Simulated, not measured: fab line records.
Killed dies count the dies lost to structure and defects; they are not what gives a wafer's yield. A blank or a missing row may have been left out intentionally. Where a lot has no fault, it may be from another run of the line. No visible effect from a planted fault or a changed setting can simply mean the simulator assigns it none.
One fault seen from 2 desks -- flow gf180mcu -- each desk has only its own numbers; what lay behind them comes last

FROM THE METROLOGY DESK
What the gauges read for every lot (on any tool): the sampled wafers with a number, averaged. Marked OUT: a lot whose mean sits more than 4 standard deviations from the usual mean, which makes it out of limits; the brackets give that distance.
Columns: A = STI_CVD_03_THK at GF_STI_THK_MEAS_04, usual 207.1 nm; B = STI_CVD_23_THK at GF_STI_THK_MEAS_24, usual 650 nm
lot,first seen here,A,B
L174,day 1 14:52,205.3,655
L177,day 2 05:33,206.7,639
L180,day 2 22:14,207.3,660
L182,day 3 07:32,206.8,654
L183,day 3 11:23,207.5,650
L185,day 3 21:08,206.6,646
L186,day 4 03:42,209.5,651
L187,day 4 07:34,210.5,636
L189,day 4 17:51,208.2,602 (-4.8) OUT
L190,day 4 21:34,207.5,663
L191,day 5 02:54,203.8,601 (-4.9) OUT
L192,day 5 08:33,208.5,599 (-5.1) OUT
L197,day 6 08:35,206.9,650
This desk finds L189, L191, L192 out of limits, with the earliest case on L189 at day 5 09:55 (STI_CVD_23_THK at GF_STI_THK_MEAS_24). L174, L177, L180, L182, L183, L185, L186, L187, L190, L197 stayed within limits.

TOOL OWNER'S DESK, hdpcvd-02
The tool's own readings at GF_STI_CVD_23 (deposits SiO2, target thk 650 nm, time 108.3 s): means of the sampled wafers that have a number, for each lot that ran on this tool. Marked OUT: a lot whose mean sits more than 4 standard deviations from the usual mean, which makes it out of limits; the brackets give that distance.
Columns: A = pressure-mtorr at GF_STI_CVD_23, usual 6.000 mTorr
lot,first seen here,A
L177,day 2 21:51,6.000
L185,day 4 12:52,5.994
L186,day 4 19:04,6.001
L187,day 4 22:49,6.000
L189,day 5 09:49,6.016
L191,day 5 19:06,6.007
L192,day 6 01:36,5.999
This desk's verdict: no lot among the 7 shows anything out of limits.

BROUGHT TOGETHER
L189, L191, L192 would have let the metrology desk raise an alarm at day 5 09:55.
The desk of the tool owner found nothing out of limits.
The tool owner's desk has L189, L191, L192 on record, within its limits.
The lots listed all ran GF_STI_CVD_23 on hdpcvd-02.

WHAT THE SIMULATOR HAD INSERTED
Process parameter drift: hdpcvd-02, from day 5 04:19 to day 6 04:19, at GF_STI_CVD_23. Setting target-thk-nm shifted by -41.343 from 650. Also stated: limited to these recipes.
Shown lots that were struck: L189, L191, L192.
Per desk, hours elapsed from the start of the fault to the first reading out of limits: for the metrology desk, 6.
